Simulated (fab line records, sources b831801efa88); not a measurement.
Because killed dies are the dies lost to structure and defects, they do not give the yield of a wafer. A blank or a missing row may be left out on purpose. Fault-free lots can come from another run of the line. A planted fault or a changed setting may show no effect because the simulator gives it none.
Matching of chambers / flow gf180mcu / 4 sister chambers for GF_V5_CMP_26 on cmp-02
The step polishes, stops on SiO2, t overpolish 15 s, target thk 0 nm. 4 wafers are shown with their chamber, then 10 later ones without.

== EACH WAFER AND ITS CHAMBER ==
wafer=L107.1; chamber=0; motor-current-A (A)=12.3
wafer=L107.6; chamber=2; motor-current-A (A)=13.1
wafer=L108.2; chamber=3; motor-current-A (A)=13.8
wafer=L108.3; chamber=1; motor-current-A (A)=9.8

== WAFERS WITHOUT THEIR CHAMBER ==
wafer=L108.5; motor-current-A (A)=13.6
wafer=L109.1; motor-current-A (A)=14.5
wafer=L109.3; motor-current-A (A)=10.6
wafer=L109.5; motor-current-A (A)=13.5
wafer=L110.3; motor-current-A (A)=13.7
wafer=L110.5; motor-current-A (A)=13.6
wafer=L110.6; motor-current-A (A)=12.5
wafer=L111.1; motor-current-A (A)=10.6
wafer=L111.5; motor-current-A (A)=14.2
wafer=L111.6; motor-current-A (A)=12.6

== CHAMBER TAKEN BY EACH ==
wafer=L108.5; from the rows above=can't be placed: 3 or 2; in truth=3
wafer=L109.1; from the rows above=can't be placed: 3 or 2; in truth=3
wafer=L109.3; from the rows above=can't be placed: 1 or 0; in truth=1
wafer=L109.5; from the rows above=can't be placed: 3 or 2 or 0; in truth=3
wafer=L110.3; from the rows above=can't be placed: 3 or 2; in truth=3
wafer=L110.5; from the rows above=can't be placed: 3 or 2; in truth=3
wafer=L110.6; from the rows above=can't be placed: 0 or 2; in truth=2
wafer=L111.1; from the rows above=can't be placed: 1 or 0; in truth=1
wafer=L111.5; from the rows above=can't be placed: 3 or 2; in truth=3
wafer=L111.6; from the rows above=can't be placed: 0 or 2 or 3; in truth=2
Correct placement for 0 of the 10. Can't be placed from these rows: 10 (the true chamber is among the candidates in 10). Wrongly placed: 0.
How it was worked out, from the rows above alone: a wafer's distance from a chamber is the root of the sum, over the readings, of the square of ((its reading less the chamber's mean) divided by the reading's scatter). If the next closest chamber is less than 2 further off than the closest, the wafer can't be placed; otherwise it belongs to the closest. A chamber's mean is the mean of its shown wafers. The scatter: with one shown wafer a chamber, the root of the mean of the squares of how far each hidden wafer lies from its nearest shown one.
